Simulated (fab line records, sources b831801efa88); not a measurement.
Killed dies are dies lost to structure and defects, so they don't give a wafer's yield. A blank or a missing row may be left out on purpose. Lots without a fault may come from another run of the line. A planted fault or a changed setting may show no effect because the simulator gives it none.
Which tool did it? | flow sky130 | 6 lots, 18 wafers sampled, at 2 steps of a route of 708

WHAT THE GAUGES READ, wafer by wafer
SKY_LDD_P_CD_MEAS_07: target cd 380 nm.
lot  | measured     | on        | cd_nm (nm)
L759 | day 21 06:49 | cd_sem-02 | 381.9 384.7 384.6
L762 | day 22 03:55 | cd_sem-01 | 382.9 382.7 384.4
L772 | day 24 19:59 | cd_sem-01 | 377.3 377.3 377.5
L774 | day 25 10:43 | cd_sem-01 | 376.1 376.1 378.1
L776 | day 26 09:04 | cd_sem-02 | 383.8 387.6 384.3
L778 | day 26 19:07 | cd_sem-01 | 380.8 382.7 379.8

WHICH TOOL RAN EACH LOT (tool, then ch and the chambers of the sampled wafers, then the start)
lot  | SKY_LDD_P_EXPOSE_04
L759 | iline_stepper-01 ch 0, day 20 15:11
L762 | iline_stepper-01 ch 0, day 21 13:03
L772 | iline_stepper-02 ch 0, day 24 05:28
L774 | iline_stepper-02 ch 0, day 24 20:28
L776 | iline_stepper-01 ch 0, day 25 18:55
L778 | iline_stepper-01 ch 0, day 26 04:41
- SKY_LDD_P_EXPOSE_04: exposes mask PSDM, target cd 380 nm.

THE ANSWER, worked out from the rows above alone
Rule: what is usual is taken from the lots themselves. Put in order of their means at a reading, lots are off if they are a third of the lots or fewer, leave a main group of 4 or more, and stand apart from it by a gap of 3 or more times the standard deviation of the main group's means; of several such gaps the widest counts. A main group whose means are all the same, to the digits that the tables above print for the reading, isn't used. A lot without any number at a reading at which 4 lots or more have one is off too. The other lots that the step has rows for count as sound.
No lot is off at any reading shown: from this, nothing can be told.

WHAT THE SIMULATOR HAD PUT IN
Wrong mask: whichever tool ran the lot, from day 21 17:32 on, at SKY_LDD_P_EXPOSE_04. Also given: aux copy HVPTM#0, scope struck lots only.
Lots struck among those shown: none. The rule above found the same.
